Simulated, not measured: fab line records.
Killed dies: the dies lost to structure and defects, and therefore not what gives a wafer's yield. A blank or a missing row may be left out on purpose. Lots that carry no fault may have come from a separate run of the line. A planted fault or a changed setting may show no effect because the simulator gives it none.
fab line records	flow sky130
[record] lots = 6	wafers = 18	last_day = 50
route steps=708 shown METAL2@489 PAD_OPEN@708
lots that met no fault: from a run of the same line without faults
start_h: the number of hours between the record's first day and the start of the first shown wafer of the lot	wait_h: hours from the lot's prior step to this one	" as in the row above	L1.1+2: a row that stands for several wafers	- no value, or no start was given	* or withheld: withheld	< > ~ a bound
route shown NAME@n: a module of which the file shows steps, and the number in the route of the first	usual: mean/standard deviation of fault-free wafers	same: alike in all rows	chamber/n: place in a boat	sites: per-site readings	_std_site: their standard deviation	_edge_site: mean of outer sites minus mean of inner sites	radius_mm: for every site, how far away it sits from the centre of the wafer	mask NAME#n: copy n	behind: tool/chamber where the wafer was last shaped	hold: the reason the lot was held/the length of the hold in hours/how it ended	device: names the non-switching transistor (n, p or np)	end of line: the tests these same wafers got at the end of their route	a step with no rows: only its recipe	killed: count of dies lost to structure and defects at first sort (not the wafer's yield)	map: shows each die of a wafer: x if killed, . if not, _ if none is there
set.NAME: the setting that was run; set.NAME@STEP: the one run at that earlier step	model.NAME: the simulator's own value behind a step, which no gauge read
certain route steps with their lots: each step a table, each wafer a row
services: when a tool's chamber went out of use (start_h, in hours from the record's first day, below 0 if earlier), for how many hours, and the reason
[[steps]]
[step SKY_METAL2_THK_MEAS_06]
[recipe] thk_meas_gauge = xrf	reads = AlCu_of_METAL2_SPUTTER_02
[usual] METAL2_ALCU_THK = 248/3
lot.wafer	tool	chamber	start_h	wait_h	METAL2_ALCU_THK[nm]
L546.1	film_metro-04	-	786.50	0.1	245
L546.5	"	-	"	"	248
L546.6	"	-	"	"	246
L557.1	film_metro-04	-	885.85	0.1	247
L557.3	"	-	"	"	244
L557.5	"	-	"	"	244
L560.1	film_metro-03	-	904.03	0.1	248
L560.2	"	-	"	"	249
L560.4	"	-	"	"	250
L559.3	film_metro-03	-	911.33	0.1	248
L559.4	"	-	"	"	252
L559.6	"	-	"	"	251
L562.2	film_metro-02	-	923.78	0.1	257
L562.5	"	-	"	"	251
L562.6	"	-	"	"	251
L568.2	film_metro-02	-	955.31	0.1	245
L568.5	"	-	"	"	246
L568.6	"	-	"	"	250
[step SKY_METAL2_DEHYDRATE_07]
[recipe] temp_c = 200	time_s = 60
[step SKY_METAL2_HMDS_08]
[recipe] prime_time_s = 60	prime_temp_c = 120
[step SKY_METAL2_COAT_09]
[recipe] resist = BARC	temp_c = withheld	time_s = withheld	spin_rpm = 3000	resist_thk_nm = 60
[step SKY_METAL2_COAT_10]
[recipe] resist = KrF-thick	spin_rpm = 3000	resist_thk_nm = 450
[step SKY_METAL2_SOFTBAKE_11]
[recipe] temp_c = 100	time_s = 90	resist = KrF-thick
[step SKY_METAL2_EXPOSE_12]
[recipe] mask_id = MM2	na = 0.8	source_shape = annular	sigma_inner = 0.55	sigma_outer = 0.85	target_cd_nm = 140	dose_mj = 28
[step SKY_METAL2_PEB_13]
[recipe] peb_temp_c = withheld	peb_time_s = withheld	resist = KrF-thick
[step SKY_METAL2_DEVELOP_14]
[recipe] develop_time_s = 60	resist = KrF-thick	dev_temp_c = 21
[step SKY_METAL2_CD_MEAS_15]
[recipe] target_cd_nm = 140
[usual] cd_nm = 140.6/1.6
lot.wafer	tool	chamber	start_h	wait_h	cd_nm
L546.1	cd_sem-02	-	812.55	-	140.8
L546.5	"	-	"	"	142.6
L546.6	"	-	"	"	141.5
L557.1	cd_sem-02	-	911.25	-	142.3
L557.3	"	-	"	"	143.3
L557.5	"	-	"	"	141.8
L560.1	cd_sem-02	-	928.74	-	140.3
L560.2	"	-	"	"	140.7
L560.4	"	-	"	"	139.7
L559.3	cd_sem-01	-	936.30	-	140.3
L559.4	"	-	"	"	140.7
L559.6	"	-	"	"	139.7
L562.2	cd_sem-01	-	947.96	-	139.2
L562.5	"	-	"	"	141.6
L562.6	"	-	"	"	142.1
L568.2	cd_sem-02	-	978.91	-	138.3
L568.5	"	-	"	"	138.1
L568.6	"	-	"	"	138.7
[step SKY_METAL2_OVL_MEAS_16]
[usual] METAL2_OVL = 0/5
lot.wafer	tool	chamber	start_h	wait_h	METAL2_OVL[nm]
L546.1	overlay-01	-	812.67	0.1	6
L546.5	"	-	"	"	0
L546.6	"	-	"	"	-5
L557.1	overlay-02	-	911.37	0.1	-1
L557.3	"	-	"	"	3
L557.5	"	-	"	"	0
L560.1	overlay-01	-	928.86	0.1	-5
L560.2	"	-	"	"	-6
L560.4	"	-	"	"	3
L559.3	overlay-01	-	936.39	0.1	1
L559.4	"	-	"	"	0
L559.6	"	-	"	"	2
L562.2	overlay-02	-	948.06	0.1	7
L562.5	"	-	"	"	-3
L562.6	"	-	"	"	-1
L568.2	overlay-02	-	979.01	0.1	-9
L568.5	"	-	"	"	-12
L568.6	"	-	"	"	-13
[step SKY_METAL2_DESCUM_17]
[recipe] chemistry = O2	source_power_w = 150	bias_power_w = 0	pressure_mtorr = 10	temp_c = 40	time_s = 8
[usual] drypump_motor_current_A = 5.89/0.17	oes_product_au = 1.000/0.0094
[same] time_s = 8
lot.wafer	tool	chamber	start_h	wait_h	drypump_motor_current_A	oes_product_au	rf_hours_counter_h
L546.1	rie_metal-01	1	812.70	0.0	5.73	1.000	16
L546.5	"	0	"	"	6.04	1.011	-
L546.6	"	1	"	"	5.72	1.005	-
L557.1	rie_metal-03	1	911.40	0.0	5.72	0.995	1
L557.3	"	1	"	"	5.71	0.995	-
L557.5	"	1	"	"	5.74	0.996	-
L560.1	rie_metal-03	0	928.89	0.0	5.77	1.001	0
L560.2	"	1	"	"	5.71	0.996	2
L560.4	"	1	"	"	5.70	1.007	-
L559.3	rie_metal-02	1	936.43	0.0	5.85	0.987	-
L559.4	"	0	"	"	6.18	0.994	-
L559.6	"	1	"	"	5.86	0.991	-
L562.2	rie_metal-03	0	948.09	0.0	5.77	1.006	1
L562.5	"	1	"	"	5.68	0.994	-
L562.6	"	0	"	"	5.73	1.004	-
L568.2	rie_metal-01	0	979.05	0.0	6.00	1.006	-
L568.5	"	0	"	"	6.00	1.012	-
L568.6	"	0	"	"	6.02	1.009	-
[step SKY_METAL2_ETCH_18]
[recipe] chemistry = N2/H2	target = BARC	ion_energy_ev = 200	bias_w = 100	pressure_mtorr = 30	n2_flow_sccm = 100	h2_flow_sccm = 200	icp_w = 500	stop_on = SiO2	time_s = 45.9	target_depth_a = 600
[usual] drypump_motor_current_A = 5.90/0.16	n2_flow_sccm = 100.0/0.31	oes_product_au = 0.855/0.0048	throttle_valve_pct = 13.226/0.0093
[same] time_s = 45.9
lot.wafer	tool	chamber	start_h	wait_h	drypump_motor_current_A	n2_flow_sccm	oes_product_au	rf_hours_counter_h	throttle_valve_pct	model.KrF-thick_of_METAL2_COAT_10.thk_nm	model.etch.depth_nm
L546.1	rie_metal-01	1	812.74	0.0	5.73	99.7	0.854	16	13.227	394.8	60.34
L546.5	"	0	"	"	6.04	100.0	0.860	-	13.226	391.8	60.34
L546.6	"	1	"	"	5.74	99.7	0.853	-	13.234	392	60.31
L557.1	rie_metal-03	1	911.47	0.1	5.71	100.1	0.848	1	13.233	392.3	60.05
L557.3	"	1	"	"	5.71	99.7	0.856	-	13.223	392.5	60.02
L557.5	"	1	"	"	5.73	99.7	0.858	-	13.231	391.4	60.16
L560.1	rie_metal-03	0	928.92	0.0	5.77	99.2	0.825	0	13.239	406.3	56.46
L560.2	"	1	"	"	5.71	99.7	0.820	2	13.217	406.2	55.7
L560.4	"	1	"	"	5.75	99.9	0.823	-	13.205	407.2	55.74
L559.3	rie_metal-02	1	936.47	0.0	5.88	100.4	0.860	-	13.226	393.3	60.11
L559.4	"	0	"	"	6.17	100.2	0.859	-	13.209	393.9	59.98
L559.6	"	1	"	"	5.85	100.2	0.859	-	13.229	392.7	59.92
L562.2	rie_metal-03	0	948.12	0.0	5.77	99.9	0.823	1	13.221	404.2	55.89
L562.5	"	1	"	"	5.71	100.1	0.827	-	13.206	404.6	55.78
L562.6	"	0	"	"	5.77	99.8	0.827	-	13.229	403.7	56.29
L568.2	rie_metal-01	0	979.13	0.1	6.02	100.6	0.862	-	13.220	391.6	60.24
L568.5	"	0	"	"	6.03	100.5	0.858	-	13.224	391.5	60.31
L568.6	"	0	"	"	6.04	100.6	0.856	-	13.240	391.2	60.12
[step SKY_METAL2_METAL_ETCH_19]
[recipe] target_depth_a = 3600	stop_on = SiO2	over_etch_frac = 0.3	time_s = 78	chemistry = Cl2/BCl3	resist_sidewall_deg = 88	pressure_mtorr = 10	icp_w = 900	bias_w = 48.5	Cl2_flow_sccm = 60	bcl3_flow_sccm = 30
[usual] drypump_motor_current_A = 5.89/0.16	oes_product_au = 0.853/0.0054	throttle_valve_pct = 22.264/0.0084
[same] time_s = 78
lot.wafer	tool	chamber	start_h	wait_h	drypump_motor_current_A	oes_product_au	rf_hours_counter_h	throttle_valve_pct	model.KrF-thick_of_METAL2_COAT_10.thk_nm
L546.1	rie_metal-01	1	812.80	0.0	5.72	0.846	16	22.246	161.2
L546.5	"	0	"	"	6.00	0.854	-	22.266	159
L546.6	"	1	"	"	5.72	0.843	-	22.274	159
L557.1	rie_metal-03	1	911.59	0.1	5.73	0.850	1	22.261	159.8
L557.3	"	1	"	"	5.68	0.856	-	22.263	157.7
L557.5	"	1	"	"	5.71	0.846	-	22.261	156.2
L560.1	rie_metal-03	0	928.99	0.0	5.78	0.853	0	22.258	173.3
L560.2	"	1	"	"	5.70	0.851	2	22.261	172.7
L560.4	"	1	"	"	5.71	0.857	-	22.260	176.5
L559.3	rie_metal-02	1	936.54	0.1	5.88	0.845	-	22.275	164.1
L559.4	"	0	"	"	6.17	0.856	-	22.245	159.6
L559.6	"	1	"	"	5.89	0.862	-	22.248	163.4
L562.2	rie_metal-03	0	948.19	0.0	5.74	0.863	1	22.261	165.3
L562.5	"	1	"	"	5.70	0.860	-	22.280	169.9
L562.6	"	0	"	"	5.74	0.857	-	22.263	164
L568.2	rie_metal-01	0	979.26	0.1	5.99	0.850	-	22.268	155.2
L568.5	"	0	"	"	6.02	0.847	-	22.260	154.1
L568.6	"	0	"	"	6.02	0.855	-	22.267	154
[step SKY_METAL2_STRIP_20]
[recipe] chemistry = O2/N2	power_w = 1400	pressure_mtorr = 1500	platen_temp_c = withheld	o2_flow_sccm = 3000	n2_flow_sccm = 300	overash_fraction = 0.5
[usual] drypump_motor_current_A = 5.43/0.23	n2_flow_sccm = 300.1/0.97	oes_product_au = 0.342/0.0053	strip_time_to_endpoint_s = 2.70/0.039
lot.wafer	tool	chamber	start_h	wait_h	drypump_motor_current_A	n2_flow_sccm	oes_product_au	rf_hours_counter_h	strip_time_to_endpoint_s
L546.1	plasma_asher-01	1	812.89	0.1	5.68	300.8	0.348	59	2.73
L546.5	"	0	"	"	5.36	300.9	0.345	-	2.72
L546.6	"	1	"	"	5.69	300.6	0.337	-	2.70
L557.1	plasma_asher-02	1	911.77	0.1	5.42	299.4	0.345	54	2.69
L557.3	"	1	"	"	5.42	299.5	0.338	-	2.68
L557.5	"	1	"	"	5.42	300.6	0.334	-	2.67
L560.1	plasma_asher-01	0	929.08	0.1	5.35	300.3	0.350	71	2.86
L560.2	"	1	"	"	5.68	300.0	0.342	71	2.85
L560.4	"	1	"	"	5.72	300.1	0.354	-	2.89
L559.3	plasma_asher-01	1	936.63	0.1	5.67	299.2	0.344	-	2.75
L559.4	"	0	"	"	5.36	298.2	0.341	-	2.71
L559.6	"	1	"	"	5.68	299.4	0.351	-	2.74
L562.2	plasma_asher-03	1	948.28	0.1	5.38	298.4	0.342	112	2.75
L562.5	"	1	"	"	5.38	299.1	0.342	-	2.82
L562.6	"	0	"	"	5.02	299.0	0.344	-	2.77
L568.2	plasma_asher-02	1	979.41	0.1	5.43	300.1	0.344	61	2.66
L568.5	"	1	"	"	5.43	301.4	0.343	-	2.67
L568.6	"	0	"	"	5.67	300.2	0.341	-	2.65
[step SKY_METAL2_STRIP_21]
[recipe] chemistry = post_etch_residue_remover	time_s = 1200	temp_c = 72.5
[step SKY_PAD_OPEN_PROBE_99]
[usual] defect_limited_yield = 82.4/1.8	killed_at_M0_to_M3 = 44/6.4	killed_at_M4_up = 3.6/2.1	killed_at_contacts = 23/5.1	killed_at_front_end = 15/4.3	killed_at_other = 0.3/0.56	killed_dies = 86/9	killed_open = 47/6.4	killed_short = 39/5.8
[same] gross_dies = 492	killed_at_back_side = 0
lot.wafer	tool	chamber	start_h	wait_h	defect_limited_yield[%]	killed_at_M0_to_M3	killed_at_M4_up	killed_at_contacts	killed_at_front_end	killed_at_other	killed_dies	killed_open	killed_short	model.etest.tester.sort_n_pass	model.etest.tester.sort_yield_pct	model.etest.tester.sort_bin_3_pct	model.etest.met2_comb.leak_log10_a_um	model.etest.tester.sort_bin_8_pct	model.etest.tester.sort_bin_4_pct
L546.1	prober-01	-	1065.65	0.1	83.5	40	3	20	17	1	81	44	37	411	83.54	0.6098	-12.13	0	0
L546.5	prober-01	-	1065.85	0.2	87.0	31	3	19	10	1	64	35	29	428	86.99	0.4065	-11.79	0	0
L546.6	prober-01	-	1065.90	0.2	84.6	29	3	29	15	0	76	46	30	416	84.55	0.813	-11.95	0	0
L557.1	prober-01	-	1138.57	0.1	80.3	53	3	19	22	0	97	52	45	395	80.28	0.813	-12.03	0	0
L557.3	prober-01	-	1138.67	0.2	81.1	50	6	20	17	0	93	50	43	399	81.1	0.4065	-11.89	0	0
L557.5	prober-01	-	1138.77	0.2	83.1	50	4	20	9	0	83	48	35	409	83.13	1.016	-12.01	0	0
L560.1	prober-01	-	1153.97	0.1	82.9	47	4	20	12	1	84	52	32	386	78.46	4.878	-9.629	2.872e-11	7.163e-13
L560.2	prober-01	-	1154.02	0.1	80.1	49	9	29	11	0	98	45	53	356	72.36	9.146	-9.406	1.046e-07	0
L560.4	prober-01	-	1154.12	0.2	82.9	41	3	26	14	0	84	42	42	373	75.81	7.927	-9.013	1.484e-09	0
L559.3	prober-01	-	1156.92	0.2	84.3	36	2	20	18	1	77	49	28	415	84.35	0.4065	-11.93	0	0
L559.4	prober-01	-	1156.97	0.2	81.3	40	6	23	23	0	92	56	36	400	81.3	0.813	-12.01	0	0
L559.6	prober-01	-	1157.07	0.2	83.9	37	1	28	12	1	79	46	32	413	83.94	0.4065	-11.9	0	0
L562.2	prober-01	-	1168.45	0.1	80.9	44	3	25	21	1	94	47	47	365	74.19	7.724	-9.214	3.571e-06	0
L562.5	prober-01	-	1168.60	0.2	81.3	51	1	24	16	0	92	44	48	362	73.58	8.943	-9.076	6.014e-05	0
L562.6	prober-01	-	1168.65	0.2	81.5	45	9	23	14	0	91	48	42	376	76.42	6.098	-9.376	1.591e-05	0
L568.2	prober-01	-	1194.57	0.1	81.7	45	7	23	15	0	90	44	46	402	81.71	0.813	-12.1	0	0
L568.5	prober-01	-	1194.72	0.2	82.3	52	4	18	13	0	87	53	34	405	82.32	0.2033	-12.16	0	0
L568.6	prober-01	-	1194.77	0.2	82.9	40	7	28	8	1	84	50	34	408	82.93	0.2033	-11.94	0	0
// killed by level:class
L546.1 VIA1:geometric_particle:open=11 LI_CONTACT:geometric_particle:open=7 POLY_GATE:geometric_particle:short=6 CONTACT:geometric_particle:open=5 VIA1:geometric_particle:short=5 FIELD_ISO:geometric_particle:open=4 METAL1:geometric_particle:short=4 VIA3:geometric_particle:open=4
L546.5 LI_CONTACT:geometric_particle:open=6 CONTACT:geometric_particle:open=6 VIA1:geometric_particle:short=6 VIA1:geometric_particle:open=5 VIA2:geometric_particle:open=5 VIA3:geometric_particle:open=5 LOCAL_INTERCONNECT:geometric_particle:short=4 POLY_GATE:geometric_particle:short=4
L546.6 CONTACT:geometric_particle:open=13 VIA1:geometric_particle:open=10 LI_CONTACT:geometric_particle:open=7 POLY_GATE:geometric_particle:open=4 LOCAL_INTERCONNECT:geometric_particle:short=4 CONTACT:geometric_particle:short=4 METAL1:geometric_particle:short=4 VIA2:geometric_particle:open=4
L557.1 VIA1:geometric_particle:open=15 METAL1:geometric_particle:short=8 POLY_GATE:geometric_particle:open=6 CONTACT:geometric_particle:open=6 VIA3:geometric_particle:open=6 POLY_GATE:geometric_particle:short=5 METAL2:geometric_particle:short=5 VIA2:geometric_particle:open=5
L557.3 CONTACT:geometric_particle:open=11 VIA1:geometric_particle:open=8 METAL1:geometric_particle:short=8 VIA3:geometric_particle:open=8 METAL2:geometric_particle:short=7 VIA2:geometric_particle:open=6 FIELD_ISO:geometric_particle:open=4 FIELD_ISO:geometric_particle:short=4
L557.5 VIA1:geometric_particle:open=12 CONTACT:geometric_particle:open=11 VIA1:geometric_particle:short=6 VIA3:geometric_particle:open=6 POLY_GATE:geometric_particle:short=5 METAL1:geometric_particle:short=5 METAL2:geometric_particle:short=5 VIA2:geometric_particle:open=5
L560.1 VIA1:geometric_particle:open=13 VIA3:geometric_particle:open=9 LI_CONTACT:geometric_particle:open=8 CONTACT:geometric_particle:open=8 METAL2:geometric_particle:short=7 FIELD_ISO:geometric_particle:short=5 VIA1:geometric_particle:short=5 FIELD_ISO:geometric_particle:open=3
L560.2 VIA1:geometric_particle:open=12 LI_CONTACT:geometric_particle:open=11 CONTACT:geometric_particle:open=9 VIA1:geometric_particle:short=9 METAL4:geometric_particle:short=9 METAL2:geometric_particle:short=8 VIA2:geometric_particle:short=4 CONTACT:geometric_particle:short=4
L560.4 CONTACT:geometric_particle:open=8 VIA3:geometric_particle:open=7 METAL2:geometric_particle:short=6 VIA1:geometric_particle:open=6 LI_CONTACT:geometric_particle:open=5 CONTACT:geometric_particle:short=5 POLY_GATE:geometric_particle:short=4 LI_CONTACT:geometric_particle:short=4
L559.3 VIA1:geometric_particle:open=9 VIA2:geometric_particle:open=9 LI_CONTACT:geometric_particle:open=6 POLY_GATE:geometric_particle:short=5 VIA3:geometric_particle:open=5 FIELD_ISO:geometric_particle:open=4 CONTACT:geometric_particle:open=4 LOCAL_INTERCONNECT:geometric_particle:open=4
L559.4 VIA1:geometric_particle:open=14 LI_CONTACT:geometric_particle:open=8 CONTACT:geometric_particle:open=8 VIA2:geometric_particle:open=7 FIELD_ISO:geometric_particle:open=6 POLY_GATE:geometric_particle:short=5 VIA3:geometric_particle:open=5 METAL4:geometric_particle:short=4
L559.6 LI_CONTACT:geometric_particle:open=13 CONTACT:geometric_particle:open=6 VIA1:geometric_particle:open=6 METAL2:geometric_particle:short=6 VIA3:geometric_particle:open=6 FIELD_ISO:geometric_particle:open=4 LOCAL_INTERCONNECT:geometric_particle:short=4 VIA1:geometric_particle:short=4
L562.2 VIA1:geometric_particle:open=12 CONTACT:geometric_particle:open=8 FIELD_ISO:geometric_particle:short=6 LI_CONTACT:geometric_particle:open=6 LOCAL_INTERCONNECT:geometric_particle:short=6 METAL2:geometric_particle:short=6 VIA2:geometric_particle:open=6 POLY_GATE:geometric_particle:short=5
L562.5 VIA1:geometric_particle:open=12 CONTACT:geometric_particle:open=11 VIA1:geometric_particle:short=7 VIA3:geometric_particle:open=7 FIELD_ISO:geometric_particle:short=6 METAL2:geometric_particle:short=6 CONTACT:geometric_particle:short=5 VIA2:geometric_particle:open=5
L562.6 CONTACT:geometric_particle:open=10 VIA3:geometric_particle:open=9 METAL2:geometric_particle:short=8 METAL4:geometric_particle:short=7 FIELD_ISO:geometric_particle:open=6 VIA2:geometric_particle:open=5 LI_CONTACT:geometric_particle:open=4 CONTACT:geometric_particle:short=4
L568.2 LI_CONTACT:geometric_particle:open=9 FIELD_ISO:geometric_particle:open=7 METAL1:geometric_particle:short=7 VIA1:geometric_particle:short=7 METAL2:geometric_particle:short=6 VIA3:geometric_particle:open=6 VIA1:geometric_particle:open=5 VIA2:geometric_particle:open=5
L568.5 VIA1:geometric_particle:open=18 VIA2:geometric_particle:open=9 CONTACT:geometric_particle:open=8 FIELD_ISO:geometric_particle:open=6 VIA3:geometric_particle:short=6 VIA3:geometric_particle:open=5 CONTACT:geometric_particle:short=4 METAL1:geometric_particle:short=4
L568.6 VIA1:geometric_particle:open=10 CONTACT:geometric_particle:open=9 VIA2:geometric_particle:open=9 METAL1:geometric_particle:short=8 CONTACT:geometric_particle:short=7 LI_CONTACT:geometric_particle:open=6 VIA3:geometric_particle:open=6 METAL4:geometric_particle:short=4
[[services]]
tool	chamber	start_h	hours	kind
plasma_asher-02	-	811.07	3.2	repair
rie_metal-03	1	825.27	60.9	repair
rie_metal-01	1	857.00	50.2	repair
rie_metal-02	-	865.87	1.2	repair
rie_metal-01	0	881.27	10.1	repair
rie_metal-03	1	886.21	-	clean
rie_metal-03	1	886.21	20.6	scheduled_down
rie_metal-03	1	886.21	20.6	vent_cycle
rie_metal-01	-	889.70	2.7	repair
rie_metal-02	0	903.72	4.0	repair
rie_metal-01	1	907.17	-	clean
rie_metal-01	1	907.17	15.5	scheduled_down
rie_metal-01	1	907.17	15.5	vent_cycle
rie_metal-03	0	907.68	-	clean
rie_metal-03	0	907.68	20.2	scheduled_down
rie_metal-03	0	907.68	20.2	vent_cycle
plasma_asher-02	-	947.48	2.5	repair
rie_metal-03	-	963.67	1.1	repair
rie_metal-01	1	976.91	5.8	repair
[[key]]
[first_sign] step = SKY_METAL2_ETCH_18	reading = oes_product_au	direction = down	sigmas = 6.5	usual = 0.855	struck = 0.824
[effect] step = SKY_METAL2_STRIP_20	reading = strip_time_to_endpoint_s	direction = up	sigmas = 3.2	usual = *	struck = *
[model_effect] step = SKY_METAL2_ETCH_18	value = KrF-thick_of_METAL2_COAT_10.thk_nm	without = 393	struck = 405.4
[model_effect] step = SKY_METAL2_METAL_ETCH_19	value = KrF-thick_of_METAL2_COAT_10.thk_nm	without = 157.9	struck = 170.3
[model_effect] step = SKY_PAD_OPEN_PROBE_99	value = etest.tester.sort_n_pass	without = 401.5	struck = 369.7
met_at SKY_METAL2_ETCH_18
struck_wafers L560.1,L560.2,L560.4,L562.2,L562.5,L562.6
onset_between 911.47 928.92
[fault] kind = process_parameter_drift	tool = rie_metal-03	chamber = -	onset_h = 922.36	steps = SKY_METAL2_ETCH_18	channel = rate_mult	offset = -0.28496	shape = step	end_h = 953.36
